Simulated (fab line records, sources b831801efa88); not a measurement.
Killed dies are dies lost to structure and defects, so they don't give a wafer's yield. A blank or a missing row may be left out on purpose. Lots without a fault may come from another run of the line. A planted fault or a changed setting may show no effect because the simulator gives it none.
One fault seen from 2 desks | flow gf180mcu | each desk has only its own numbers; what lay behind them comes last

THE METROLOGY DESK
What the gauges read, lot by lot, whatever tool the lot ran on: means of the sampled wafers that have a number. A lot is out of limits, marked OUT, if its mean lies more than 4 standard deviations from the usual mean; the brackets give that distance.
Columns: A = POLY_GATE_OVL at GF_POLY_GATE_OVL_MEAS_11, usual 0 nm; B = NSD_TW at GF_NSD_TW_MEAS_12, usual 4223; C = CONTACT_W_RS at GF_CONTACT_RS_MEAS_25, usual 0.382 ohm/sq; D = CONTACT_W_THK at GF_CONTACT_THK_MEAS_26, usual 296 nm
lot  | first seen here | A   | B    | C                | D
L841 | day 9 01:44     | 3   | 4219 | 0.379            | 294
L842 | day 9 12:53     | -10 | 4198 | 0.381            | 295
L843 | day 9 18:19     | -7  | 4261 | 0.384            | 295
L844 | day 9 23:52     | -2  | 4229 | 0.384            | 293
L848 | day 11 07:38    | 0   | 4211 | 0.381            | 295
L853 | day 12 18:08    | 2   | 4211 | 0.417 (+7.0) OUT | 275 (-5.1) OUT
L857 | day 13 23:16    | -3  | 4173 | 0.385            | 297
L859 | day 14 13:44    | 2   | 4225 | 0.390            | 288
L861 | day 15 05:25    | -4  | 4264 | 0.377            | 299
L862 | day 15 11:46    | 5   | 4241 | 0.386            | 296
L863 | day 15 15:55    | 1   | 4250 | 0.384            | 294
L864 | day 16 03:05    | -3  | 4249 | 0.390            | 290
This desk's finding: out of limits on L853; first on L853, day 20 15:56 (CONTACT_W_RS at GF_CONTACT_RS_MEAS_25). In limits: L841, L842, L843, L844, L848, L857, L859, L861, L862, L863, L864.

THE TOOL OWNER'S DESK: cvd_w-02
The tool's own readings at GF_CONTACT_CVD_24 (deposits W, target thk 300 nm, time 90.339 s): means of the sampled wafers that have a number, for each lot that ran on this tool. A lot is out of limits, marked OUT, if its mean lies more than 4 standard deviations from the usual mean; the brackets give that distance.
Columns: A = heater_power_w at GF_CONTACT_CVD_24, usual 909 W
lot  | first seen here | A
L841 | day 15 22:07    | 909
L848 | day 18 17:02    | 927
L853 | day 20 15:49    | 979
L861 | day 23 10:16    | 919
This desk's finding: nothing out of limits on any of the 4 lots.

PUT TOGETHER
The metrology desk could have raised an alarm at day 20 15:56, on L853.
The tool owner's desk saw nothing out of limits.
The tool owner's desk has L853 on record, within its limits.
Of the lots named, all ran GF_CONTACT_CVD_24 on cvd_w-02.

WHAT THE SIMULATOR HAD PUT IN
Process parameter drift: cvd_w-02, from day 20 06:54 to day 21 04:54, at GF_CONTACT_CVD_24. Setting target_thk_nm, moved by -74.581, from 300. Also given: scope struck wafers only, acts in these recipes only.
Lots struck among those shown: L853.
Hours from the fault's start to each desk's first reading out of limits: the metrology desk, 9.
